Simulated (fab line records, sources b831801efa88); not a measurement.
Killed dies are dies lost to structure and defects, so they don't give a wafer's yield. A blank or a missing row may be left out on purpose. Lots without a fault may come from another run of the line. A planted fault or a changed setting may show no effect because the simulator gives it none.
fab line records | flow sky130
record lots=6 wafers=18 last_day=50
route steps=708 shown VIA3@586 METAL4@598 PAD_OPEN@708
lots that met no fault: from a run of the same line without faults
start_h: hours from the record's first day to the start of the lot's first wafer shown | wait_h: hours since the lot's step before | " the same as in the row above | L1.1+2: a row that stands for several wafers | - no value, or no start given | * or withheld: withheld | < > ~ a bound
route shown NAME@n: a module of which the file shows steps, and the number in the route of the first | usual: mean/standard deviation of fault-free wafers | same: alike in all rows | chamber/n: place in a boat | sites: the reading at each site | _std_site: their standard deviation | _edge_site: outer sites' mean less inner sites' | radius_mm: how far each site lies from the wafer's centre | mask NAME#n: copy n | behind: the tool/chamber that last shaped the wafer | hold: why the lot was held/for how many hours/how that ended | device: the transistor (n, p or np) that didn't switch | end of line: the same wafers' tests at the end of the route | a step without rows: its recipe alone | killed: dies lost to structure and defects at the first sort, not the wafer's yield | map: a wafer's dies, x killed, . not, _ none there
set.NAME: the setting as run; set.NAME@STEP: as run at that earlier step | model.NAME: the simulator's own value behind a step, which no gauge read
lots at some steps of the route; a table a step, a row a wafer
services: from which hour (start_h, from the record's first day; less than 0 if before it) a tool's chamber was out of use, for how many hours, and why
## steps
# step SKY_VIA3_OVL_MEAS_13
# usual VIA3_OVL=2/4.5
# columns lot.wafer tool chamber start_h wait_h VIA3_OVL[nm]
L239.1 overlay-01 - 943.28 0.1 6
L239.3 " - " " 11
L239.6 " - " " 5
L247.3 overlay-01 - 998.35 0.1 8
L247.5 " - " " 7
L247.6 " - " " 2
L254.1 overlay-01 - 1044.38 0.1 8
L254.4 " - " " -3
L254.6 " - " " -2
L257.1 overlay-01 - 1059.00 0.1 3
L257.2 " - " " -1
L257.3 " - " " 11
L259.2 overlay-02 - 1070.59 0.1 0
L259.3 " - " " -3
L259.4 " - " " -3
L260.1 overlay-02 - 1078.43 0.1 1
L260.3 " - " " 0
L260.5 " - " " 2
# step SKY_VIA3_ETCH_14
# recipe chemistry=N2/H2 target=BARC ion_energy_ev=200 source_w=500 bias_w=100 pressure_mtorr=30 n2_flow_sccm=100 h2_flow_sccm=200 stop_on=SiO2 time_s=45.9 target_depth_a=600
# step SKY_VIA3_ETCH_15
# recipe target=SiO2 chemistry=C4F8/O2/Ar target_depth_nm=507 stop_on=TiN mask_material=KrF-thick source_w=1500 bias_w=1200 pressure_mtorr=40 c4f8_flow_sccm=withheld O2_flow_sccm=6 Ar_flow_sccm=300 time_s=78
# usual oes_product_au=0.946/0.0055
# columns lot.wafer tool chamber start_h wait_h oes_product_au rf_hours_counter_h
L239.1 rie_diel-04 3 943.36 0.0 0.947 9
L239.3 " 1 " " 0.957 12
L239.6 " 2 " " 0.932 -
L247.3 rie_diel-01 1 998.41 0.0 0.943 2
L247.5 " 2 " " 0.932 -
L247.6 " 3 " " 0.939 -
L254.1 rie_diel-01 0 1044.46 0.0 0.946 23
L254.4 " 3 " " 0.943 27
L254.6 " 2 " " 0.947 -
L257.1 rie_diel-01 3 1059.08 0.0 0.947 27
L257.2 " 1 " " 0.942 5
L257.3 " 0 " " 0.950 23
L259.2 rie_diel-02 2 1070.66 0.0 0.945 20
L259.3 " 3 " " 0.948 6
L259.4 " 0 " " 0.952 22
L260.1 rie_diel-01 3 1078.51 0.0 0.945 28
L260.3 " 2 " " 0.944 25
L260.5 " 3 " " 0.940 -
# step SKY_VIA3_STRIP_16
# recipe chemistry=O2/N2 power_w=1400 pressure_mtorr=1500 platen_temp_c=withheld o2_flow_sccm=3000 n2_flow_sccm=300 overash_fraction=0.5
# usual drypump_motor_current_A=5.5/0.35 oes_product_au=0.402/0.0044 strip_time_to_endpoint_s=4.126/0.026
# columns lot.wafer tool chamber start_h wait_h drypump_motor_current_A oes_product_au rf_hours_counter_h strip_time_to_endpoint_s
L239.1 plasma_asher-03 1 943.42 0.0 6.2 0.405 112 4.081
L239.3 " 0 " " 5.3 0.404 - 4.089
L239.6 " 1 " " 6.2 0.400 - 4.135
L247.3 plasma_asher-02 0 998.50 0.1 5.2 0.402 - 4.125
L247.5 " 0 " " 5.2 0.402 - 4.086
L247.6 " 1 " " 5.9 0.402 - 4.106
L254.1 plasma_asher-01 1 1044.52 0.0 5.3 0.402 28 4.160
L254.4 " 0 " " 5.4 0.410 - 4.146
L254.6 " 1 " " 5.3 0.397 - 4.124
L257.1 plasma_asher-01 0 1059.14 0.0 5.4 0.403 30 4.139
L257.2 " 1 " " 5.3 0.405 30 4.127
L257.3 " 0 " " 5.4 0.404 - 4.131
L259.2 plasma_asher-03 1 1070.72 0.0 6.2 0.398 1 4.073
L259.3 " 1 " " 6.2 0.404 - 4.152
L259.4 " 0 " " 5.3 0.400 - 4.108
L260.1 plasma_asher-02 1 1078.57 0.0 5.9 0.409 66 4.109
L260.3 " 1 " " 5.9 0.399 - 4.098
L260.5 " 0 " " 5.2 0.402 - 4.129
# step SKY_VIA3_STRIP_17
# recipe chemistry=post_etch_residue_remover time_s=1200 temp_c=72.5
# step SKY_VIA3_CLEAN_18
# recipe chemistry=IPA time_s=180 temp_c=25
# step SKY_VIA3_CLEAN_19
# recipe chemistry=O3/DIW dry=n2_spin
# step SKY_VIA3_SPUTTER_20
# recipe material=TiN target_thk_nm=20 chamber_pressure_pa=5 power_w=4000 time_s=80
# usual cathode_dc_power_W=4000.1/0.75 chamber_pressure_pa=4.998/0.0093 throttle_valve_pct=30.5/1
# columns lot.wafer tool chamber start_h wait_h cathode_dc_power_W chamber_pressure_pa throttle_valve_pct
L239.1 pvd_sputter-03 - 944.02 0.0 3999.5 5.010 31.4
L239.3 " - " " 3999.9 4.994 30.1
L239.6 " - " " 3999.4 4.993 30.1
L247.3 pvd_sputter-04 - 999.06 0.0 3999.7 5.013 33.2
L247.5 " - " " 4000.8 4.982 31.2
L247.6 " - " " 3999.4 5.010 30.0
L254.1 pvd_sputter-03 - 1045.11 0.0 4000.4 4.988 29.3
L254.4 " - " " 4001.2 5.011 32.3
L254.6 " - " " 3999.2 4.983 29.5
L257.1 pvd_sputter-03 - 1059.74 0.0 4000.3 5.001 29.2
L257.2 " - " " 4001.2 5.017 30.3
L257.3 " - " " 4001.3 4.989 31.3
L259.2 pvd_sputter-03 - 1071.32 0.0 3999.0 4.999 32.5
L259.3 " - " " 3999.1 5.020 29.4
L259.4 " - " " 3998.8 5.005 30.0
L260.1 pvd_sputter-02 - 1079.16 0.0 3999.5 4.996 30.1
L260.3 " - " " 4001.4 4.997 30.3
L260.5 " - " " 4001.0 4.993 30.0
# step SKY_VIA3_CVD_21
# recipe material=W target_thk_nm=390 time_s=117.31 temp_c=400 pressure_torr=40
# usual heater_power_w=785/110 susceptor_temp_C=399.93/0.23
# columns lot.wafer tool chamber start_h wait_h heater_power_w susceptor_temp_C
L239.1 cvd_w-01 1 944.08 0.0 685 399.93
L239.3 " 0 " " 674 399.80
L239.6 " 1 " " 691 399.52
L247.3 cvd_w-01 0 999.17 0.1 683 399.69
L247.5 " 1 " " 716 399.91
L247.6 " 0 " " 670 400.08
L254.1 cvd_w-02 1 1045.17 0.0 930 399.80
L254.4 " 0 " " 871 399.68
L254.6 " 1 " " 941 399.53
L257.1 cvd_w-01 0 1059.80 0.0 679 399.90
L257.2 " 1 " " 711 399.44
L257.3 " 1 " " 698 399.55
L259.2 cvd_w-02 1 1071.38 0.0 947 400.06
L259.3 " 1 " " 939 400.17
L259.4 " 0 " " 895 400.22
L260.1 cvd_w-02 0 1079.22 0.0 877 400.30
L260.3 " 0 " " 886 400.04
L260.5 " 1 " " 932 399.67
# step SKY_VIA3_RS_MEAS_22
# recipe thk_meas_gauge=four-point-probe reads=W_of_VIA3_CVD_21+TiN_of_VIA3_SPUTTER_20
# usual VIA3_W_RS=0.294/0.0038
# columns lot.wafer tool chamber start_h wait_h VIA3_W_RS[ohm/sq]
L239.1 film_metro-03 - 944.20 0.1 0.298
L239.3 " - " " 0.299
L239.6 " - " " 0.302
L247.3 film_metro-02 - 999.29 0.1 0.294
L247.5 " - " " 0.300
L247.6 " - " " 0.295
L254.1 film_metro-01 - 1045.30 0.1 0.293
L254.4 " - " " 0.290
L254.6 " - " " 0.295
L257.1 film_metro-01 - 1059.93 0.1 0.295
L257.2 " - " " 0.300
L257.3 " - " " 0.298
L259.2 film_metro-03 - 1071.52 0.1 0.296
L259.3 " - " " 0.298
L259.4 " - " " 0.294
L260.1 film_metro-02 - 1079.35 0.1 0.291
L260.3 " - " " 0.293
L260.5 " - " " 0.297
# step SKY_VIA3_THK_MEAS_23
# recipe thk_meas_gauge=xrf reads=W_of_VIA3_CVD_21
# usual VIA3_W_THK=388/6.8
# columns lot.wafer tool chamber start_h wait_h VIA3_W_THK[nm]
L239.1 film_metro-03 - 944.32 0.1 385
L239.3 " - " " 389
L239.6 " - " " 383
L247.3 film_metro-02 - 999.39 0.1 384
L247.5 " - " " 377
L247.6 " - " " 383
L254.1 film_metro-01 - 1045.42 0.1 387
L254.4 " - " " 397
L254.6 " - " " 390
L257.1 film_metro-01 - 1060.05 0.1 391
L257.2 " - " " 388
L257.3 " - " " 389
L259.2 film_metro-03 - 1071.63 0.1 386
L259.3 " - " " 385
L259.4 " - " " 390
L260.1 film_metro-02 - 1079.47 0.1 389
L260.3 " - " " 387
L260.5 " - " " 383
# step SKY_VIA3_CMP_24
# recipe stop_on=SiO2 t_overpolish_s=20 down_force_psi=3.5 platen_rpm=60 target_thk_nm=0 pad_velocity_m_s=0.94248
# usual motor_current_A=10.7/1.1 overpolish_run_s=20.001/0.0082 time_to_endpoint_s=93/3.8
# columns lot.wafer tool chamber start_h wait_h motor_current_A overpolish_run_s time_to_endpoint_s
L239.1 cmp-02 0 944.38 0.1 9.3 19.989 92
L239.3 " 1 " " 9.8 20.001 89
L239.6 " 1 " " 10.3 19.997 91
L247.3 cmp-01 0 999.53 0.1 9.0 20.001 95
L247.6 " 2 " " 11.4 20.002 93
L247.5 " 3 " " 11.9 20.008 97
L254.1 cmp-01 3 1045.58 0.1 12.1 20.005 101
L254.4 " 0 " " 8.7 19.992 97
L254.6 " 1 " " 10.9 20.016 94
L257.2 cmp-02 0 1060.16 0.1 9.2 20.005 88
L257.1 " 1 " " 10.2 20.003 92
L257.3 " 2 " " 11.5 20.002 85
L259.4 cmp-01 2 1071.73 0.1 11.7 19.996 91
L259.2 " 3 " " 11.2 20.000 96
L259.3 " 0 " " 9.1 19.998 90
L260.1 cmp-01 2 1079.58 0.1 11.0 19.987 94
L260.3 " 0 " " 9.2 20.015 95
L260.5 " 2 " " 12.0 20.012 91
# step SKY_METAL4_SPUTTER_00
# recipe material=Ti target_thk_nm=15 power_w=3000 time_s=10 chamber_pressure_pa=0.4
# usual cathode_dc_power_W=3000.0/0.59 chamber_pressure_pa=0.4001/0.00076 throttle_valve_pct=30.0/1.2
# columns lot.wafer tool chamber start_h wait_h cathode_dc_power_W chamber_pressure_pa throttle_valve_pct
L239.1 pvd_sputter-04 - 944.68 0.2 3000.1 0.3986 30.1
L239.3 " - " " 3000.1 0.3991 32.9
L239.6 " - " " 3000.3 0.3993 29.9
L247.3 pvd_sputter-01 - 999.73 0.1 3000.7 0.4001 29.0
L247.5 " - " " 3000.6 0.3997 30.0
L247.6 " - " " 2999.5 0.4013 28.8
L254.1 pvd_sputter-01 - 1045.78 0.1 - - -
L254.4 " - " " - - -
L254.6 " - " " - - -
L257.1 pvd_sputter-02 - 1060.41 0.1 - - -
L257.2 " - " " - - -
L257.3 " - " " - - -
L259.2 pvd_sputter-01 - 1071.98 0.1 2999.8 0.3998 28.8
L259.3 " - " " 3000.9 0.3989 30.7
L259.4 " - " " 3000.0 0.3994 29.7
L260.1 pvd_sputter-04 - 1079.83 0.2 3000.4 0.3992 33.1
L260.3 " - " " 3000.8 0.3996 30.2
L260.5 " - " " 3000.5 0.4004 31.0
# step SKY_METAL4_SPUTTER_01
# recipe material=TiN target_thk_nm=20 power_w=6500 time_s=16.7 chamber_pressure_pa=0.4
# step SKY_PAD_OPEN_PROBE_99
# usual defect_limited_yield=82.5/2.1 killed_at_M0_to_M3=44/7.3 killed_at_M4_up=3.4/1.8 killed_at_contacts=24/5.8 killed_at_front_end=15/4.9 killed_at_other=0.4/0.63 killed_dies=86/11 killed_on_rim=17/3.8 killed_open=47/8 killed_short=39/6.5 sort_bin_3_pad_short=0.9/0.38 sort_bin_5_function=10.4/1.6 sort_bin_6_memory=6.2/1.2 sort_n_pass=406/11 sort_yield_pct=82.5/2.1
# same gross_dies=492 killed_at_back_side=0 sort_bin_4_leakage[%]=0 sort_bin_8_speed[%]=0
# columns lot.wafer tool chamber start_h wait_h defect_limited_yield[%] killed_at_M0_to_M3 killed_at_M4_up killed_at_contacts killed_at_front_end killed_at_other killed_dies killed_on_rim killed_open killed_short sort_bin_3_pad_short[%] sort_bin_5_function[%] sort_bin_6_memory[%] sort_n_pass sort_yield_pct[%] model.etest.via3_chain.rc_ohm
L239.1 prober-02 - 1089.17 0.1 85.0 50 2 12 10 0 74 10 47 27 0.8 10.4 3.9 418 85.0 10.4
L239.3 prober-02 - 1089.27 0.2 83.7 41 4 19 16 0 80 16 38 42 0.2 9.6 6.5 412 83.7 9.861
L239.6 prober-02 - 1089.42 0.2 82.3 47 5 20 14 1 87 20 48 39 0.8 9.8 7.1 405 82.3 10.18
L247.3 prober-02 - 1135.46 0.2 81.5 40 2 32 17 0 91 16 56 34 0.4 11.4 6.7 401 81.5 9.774
L247.5 prober-02 - 1135.56 0.2 80.3 54 7 26 10 0 97 14 45 52 0.8 12.8 6.1 395 80.3 10.72
L247.6 prober-02 - 1135.61 0.2 85.6 31 4 21 15 0 71 15 36 35 0.2 10.0 4.3 421 85.6 10.06
L254.1 prober-02 - 1172.98 0.1 78.5 53 2 29 22 0 106 19 61 45 1.2 12.4 7.9 386 78.5 10.75
L254.4 prober-02 - 1173.13 0.2 81.1 48 2 21 19 3 93 15 53 40 0.4 12.8 5.7 399 81.1 10.91
L254.6 prober-02 - 1173.23 0.2 79.7 47 3 28 22 0 100 16 64 36 0.4 13.2 6.7 392 79.7 11.04
L259.2 prober-02 - 1191.45 0.1 78.9 47 4 30 23 0 104 13 57 47 1.6 12.8 6.7 388 78.9 10.07
L259.3 prober-02 - 1191.50 0.2 78.5 63 3 26 14 0 106 20 61 45 0.8 12.0 8.7 386 78.5 9.821
L259.4 prober-02 - 1191.55 0.2 80.3 49 4 21 23 0 97 17 52 45 0.8 12.8 6.1 395 80.3 9.352
L260.1 prober-01 - 1197.44 0.1 80.7 51 6 26 12 0 95 25 53 40 1.2 9.1 8.9 397 80.7 9.655
L260.3 prober-01 - 1197.54 0.2 82.9 46 7 18 11 2 84 15 39 45 1.2 10.4 5.5 408 82.9 10.11
L260.5 prober-01 - 1197.64 0.2 85.2 34 5 26 7 1 73 12 41 29 0.6 9.3 4.9 419 85.2 9.912
# killed by level:class
L239.1 VIA3:geometric_particle:open=9 CONTACT:geometric_particle:open=8 VIA2:geometric_particle:open=8 VIA1:geometric_particle:open=7 METAL2:geometric_particle:short=7 POLY_GATE:geometric_particle:open=4 METAL1:geometric_particle:short=4 LI_CONTACT:geometric_particle:open=3
L239.3 VIA1:geometric_particle:open=10 VIA2:geometric_particle:open=9 LI_CONTACT:geometric_particle:open=5 CONTACT:geometric_particle:short=5 POLY_GATE:geometric_particle:open=4 POLY_GATE:geometric_particle:short=4 VIA3:geometric_particle:short=4 LOCAL_INTERCONNECT:geometric_particle:short=4
L239.6 VIA1:geometric_particle:open=10 VIA3:geometric_particle:open=10 CONTACT:geometric_particle:short=8 CONTACT:geometric_particle:open=6 FIELD_ISO:geometric_particle:short=5 VIA2:geometric_particle:open=5 VIA3:geometric_particle:short=5 FIELD_ISO:geometric_particle:open=4
L247.3 LI_CONTACT:geometric_particle:open=10 CONTACT:geometric_particle:open=9 METAL2:geometric_particle:short=8 VIA3:geometric_particle:open=8 FIELD_ISO:geometric_particle:short=5 FIELD_ISO:geometric_particle:open=5 VIA1:geometric_particle:short=5 VIA1:geometric_particle:open=5
L247.5 VIA1:geometric_particle:open=14 METAL1:geometric_particle:short=10 CONTACT:geometric_particle:open=8 CONTACT:geometric_particle:short=8 METAL4:geometric_particle:short=7 VIA1:geometric_particle:short=5 LI_CONTACT:geometric_particle:open=5 VIA2:geometric_particle:open=5
L247.6 VIA1:geometric_particle:open=8 CONTACT:geometric_particle:open=6 METAL2:geometric_particle:short=5 LI_CONTACT:geometric_particle:open=5 VIA3:geometric_particle:open=5 FIELD_ISO:geometric_particle:short=4 FIELD_ISO:geometric_particle:open=4 POLY_GATE:geometric_particle:short=4
L254.1 CONTACT:geometric_particle:open=12 VIA3:geometric_particle:open=12 VIA1:geometric_particle:open=8 FIELD_ISO:geometric_particle:open=7 LI_CONTACT:geometric_particle:open=7 POLY_GATE:geometric_particle:short=6 CONTACT:geometric_particle:short=6 METAL2:geometric_particle:short=6
L254.4 VIA1:geometric_particle:open=11 VIA2:geometric_particle:open=10 CONTACT:geometric_particle:open=8 FIELD_ISO:geometric_particle:open=6 FIELD_ISO:geometric_particle:short=5 LI_CONTACT:geometric_particle:open=5 VIA2:geometric_particle:short=5 CONTACT:geometric_particle:short=5
L254.6 VIA1:geometric_particle:open=15 CONTACT:geometric_particle:open=11 LI_CONTACT:geometric_particle:open=11 VIA1:geometric_particle:short=8 POLY_GATE:geometric_particle:open=6 POLY_GATE:geometric_particle:short=6 VIA2:geometric_particle:open=6 VIA3:geometric_particle:open=6
L259.2 VIA1:geometric_particle:open=12 CONTACT:geometric_particle:open=11 FIELD_ISO:geometric_particle:short=10 LI_CONTACT:geometric_particle:open=9 METAL2:geometric_particle:short=7 METAL1:geometric_particle:short=6 VIA2:geometric_particle:open=5 VIA3:geometric_particle:open=5
L259.3 VIA1:geometric_particle:open=15 CONTACT:geometric_particle:open=9 METAL2:geometric_particle:short=9 VIA2:geometric_particle:open=9 VIA3:geometric_particle:open=8 LI_CONTACT:geometric_particle:open=6 POLY_GATE:geometric_particle:open=5 CONTACT:geometric_particle:short=5
L259.4 VIA1:geometric_particle:open=12 CONTACT:geometric_particle:open=10 VIA2:geometric_particle:open=8 FIELD_ISO:geometric_particle:short=6 METAL2:geometric_particle:short=6 POLY_GATE:geometric_particle:short=5 METAL3:geometric_particle:short=5 FIELD_ISO:geometric_particle:open=4
L260.1 CONTACT:geometric_particle:open=13 VIA2:geometric_particle:open=10 METAL2:geometric_particle:short=8 VIA1:geometric_particle:open=7 VIA3:geometric_particle:open=7 METAL3:geometric_particle:short=6 LI_CONTACT:geometric_particle:open=4 LOCAL_INTERCONNECT:geometric_particle:short=4
L260.3 VIA1:geometric_particle:open=16 CONTACT:geometric_particle:open=7 METAL2:geometric_particle:short=7 METAL3:geometric_particle:short=6 VIA1:geometric_particle:short=6 METAL4:geometric_particle:short=6 LOCAL_INTERCONNECT:geometric_particle:short=4 VIA2:geometric_particle:open=4
L260.5 CONTACT:geometric_particle:open=10 LI_CONTACT:geometric_particle:open=9 METAL1:geometric_particle:short=6 VIA1:geometric_particle:short=6 VIA1:geometric_particle:open=6 VIA2:geometric_particle:open=5 LOCAL_INTERCONNECT:geometric_particle:short=4 VIA3:geometric_particle:open=4
## services
# columns tool chamber start_h hours kind
cmp-02 - 923.44 11.8 repair
pvd_sputter-01 - 944.64 1.7 repair
cvd_w-01 - 952.27 2.3 repair
cmp-02 - 967.84 20.3 repair
rie_diel-02 3 969.25 22.4 repair
cmp-01 - 992.94 3.9 pm
pvd_sputter-03 - 994.82 4.9 repair
pvd_sputter-04 - 1009.03 2.0 repair
rie_diel-01 3 1026.02 4.9 repair
rie_diel-02 1 1027.32 4.2 repair
rie_diel-02 - 1052.68 14.6 pm
plasma_asher-03 - 1055.25 9.0 pm
plasma_asher-03 0 1055.25 9.0 vent_cycle
plasma_asher-03 1 1055.25 9.0 vent_cycle
cvd_w-02 - 1055.32 6.0 pm
cmp-02 - 1056.39 1.4 repair
rie_diel-04 - 1060.45 0.4 repair
plasma_asher-03 0 1064.25 - clean
plasma_asher-03 1 1064.25 - clean
rie_diel-01 0 1066.77 13.1 repair
rie_diel-02 - 1073.14 0.4 repair
## key
first_sign step=SKY_METAL4_SPUTTER_00 reading=tool_record direction=missing
effect none on later readings
model_effect step=SKY_PAD_OPEN_PROBE_99 value=etest.via3_chain.rc_ohm without=9.908 struck=10.9
met_at SKY_METAL4_SPUTTER_00
struck_wafers L254.1,L254.4,L254.6,L257.1,L257.2,L257.3
rows_end L257.1,L257.2,L257.3
onset_between 999.73 1045.78
fault kind=skipped_step_whole tool=pvd_sputter-01,pvd_sputter-02 chamber=- onset_h=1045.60 steps=SKY_METAL4_SPUTTER_00 scope=struck_lots_only
# rows_end: these wafers met a further fault down the route, and their rows from its step on are left out
